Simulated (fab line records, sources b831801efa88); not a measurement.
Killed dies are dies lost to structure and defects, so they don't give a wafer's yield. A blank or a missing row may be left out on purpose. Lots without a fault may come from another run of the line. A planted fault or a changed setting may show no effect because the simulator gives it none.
A struck lot beside a sound one | flow sky130 | 15 steps out of a route of 708
Sound: wafers L312.2, L312.4, L312.5. Struck: wafers L303.1, L303.3, L303.4. The cause comes at the end.
At each step with rows: each side's tool, then ch and its chambers, then its first start. Under that, the readings that differ: sound wafers | struck wafers | difference of the means | sigmas: that difference in standard deviations of wafers without a fault.
alike: readings whose means differ by less than 2 such deviations, and words and numbers that are the same on both sides. not compared: withheld readings, readings that some wafer has no value for, bounds like >300 that may hide the same value, and numbers for which the record gives no deviation and whose values overlap.
The two part at a step that has a row with sigmas, a row that says differs or no value, or rows on one side only. Numbers that don't overlap but have no deviation are shown without sigmas and don't part them. A reading that every wafer of one side lacks parts them only if that side has two wafers or more.

first, 7 steps without rows for these wafers: SKY_PAD_OPEN_DEHYDRATE_00 (time 60 s); SKY_PAD_OPEN_HMDS_01 (prime time 60 s); SKY_PAD_OPEN_COAT_02 (resist thk 3000 nm); SKY_PAD_OPEN_SOFTBAKE_03; SKY_PAD_OPEN_EXPOSE_04 (exposes mask PDM, target cd 60000 nm); SKY_PAD_OPEN_PEB_05; SKY_PAD_OPEN_DEVELOP_06 (develop time 60 s).
SKY_PAD_OPEN_ETCH_07: etches the open film in CF4/O2, stops on AlCu, target depth 725 nm, time 161.1 s.
  sound on rie_diel-01 ch 0,2,3, day 50 02:07; struck on rie_diel-01 ch 0,1,3, day 47 22:28
  alike: drypump_motor_current_A, oes_product_au, throttle_valve_pct
  not compared: rf_hours_counter_h
SKY_PAD_OPEN_STRIP_08: strips in O2/N2.
  sound on plasma_asher-04 ch 0,1, day 50 02:13; struck on plasma_asher-04 ch 0,1, day 47 22:35
  alike: drypump_motor_current_A, oes_product_au
  not compared: rf_hours_counter_h
then, 3 steps without rows for these wafers: SKY_PAD_OPEN_STRIP_09 (strips in post etch residue remover, time 1200 s); SKY_PAD_OPEN_CLEAN_10 (cleans in IPA, time 180 s); SKY_PAD_OPEN_CLEAN_11 (cleans in O3/DIW).
SKY_PAD_OPEN_ANNEAL_12:
  sound on furnace-02 ch 0, day 50 02:49; struck on furnace-01 ch 0, day 47 23:13
  reading                   | sound                | struck               | difference | sigmas
  spike_tc_bottom_C (C)     | 426.6 430.5 428.8    | 411.0 410.2 412.0    | -17.6      | -6
  spike_tc_centre_C (C)     | 399.7 400.3 400.3    | 390.1 388.8 390.4    | -10.3      | -10
  spike_tc_lower_C (C)      | 400.7 401.2 400.1    | 387.2 386.8 387.4    | -13.5      | -10
  spike_tc_top_C (C)        | 428.2 426.9 426.4    | 421.2 419.4 420.0    | -7.0       | -3
  spike_tc_upper_C (C)      | 399.3 400.1 399.2    | 388.8 388.2 388.7    | -11.0      | -12
  tube_center_temp_C (C)    | 399.96 400.02 399.97 | 388.61 388.62 388.62 | -11.37     | -99 or more
  tube_center_temp_C_max    | 400.85 401.00 401.31 | 389.70 389.53 389.68 | -11.42     | -67
  zone_power_bottom_pct (%) | 5.40 5.34 5.34       | 5.04 5.04 5.14       | -0.29      | -5
  zone_power_centre_pct (%) | 4.03 4.05 4.04       | 3.80 3.83 3.86       | -0.21      | -4
  zone_power_top_pct (%)    | 10.62 10.74 10.72    | 10.26 10.19 10.32    | -0.44      | -4
SKY_PAD_OPEN_BOW_MEAS_13:
  sound on film_metro-02, day 50 04:20; struck on film_metro-01, day 48 00:43
  alike: PAD_OPEN_BOW
SKY_PAD_OPEN_PROBE_99:
  sound on prober-02, day 50 04:29; struck on prober-01, day 48 00:50
  alike: defect_limited_yield, killed_at_M0_to_M3, killed_at_M4_up, killed_at_contacts, killed_at_front_end, killed_at_other, killed_dies, killed_open, killed_short, sort_bin_3_pad_short, sort_bin_5_function, sort_bin_6_memory, sort_n_pass, sort_yield_pct

WHERE THEY PART
Only at SKY_PAD_OPEN_ANNEAL_12, within this record. Later steps at which nothing parts them and some readings are alike: SKY_PAD_OPEN_BOW_MEAS_13, SKY_PAD_OPEN_PROBE_99.

WHY: what the simulator had put in
Process parameter drift: furnace-01, from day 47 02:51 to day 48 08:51, at SKY_PAD_OPEN_ANNEAL_12. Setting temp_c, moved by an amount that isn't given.
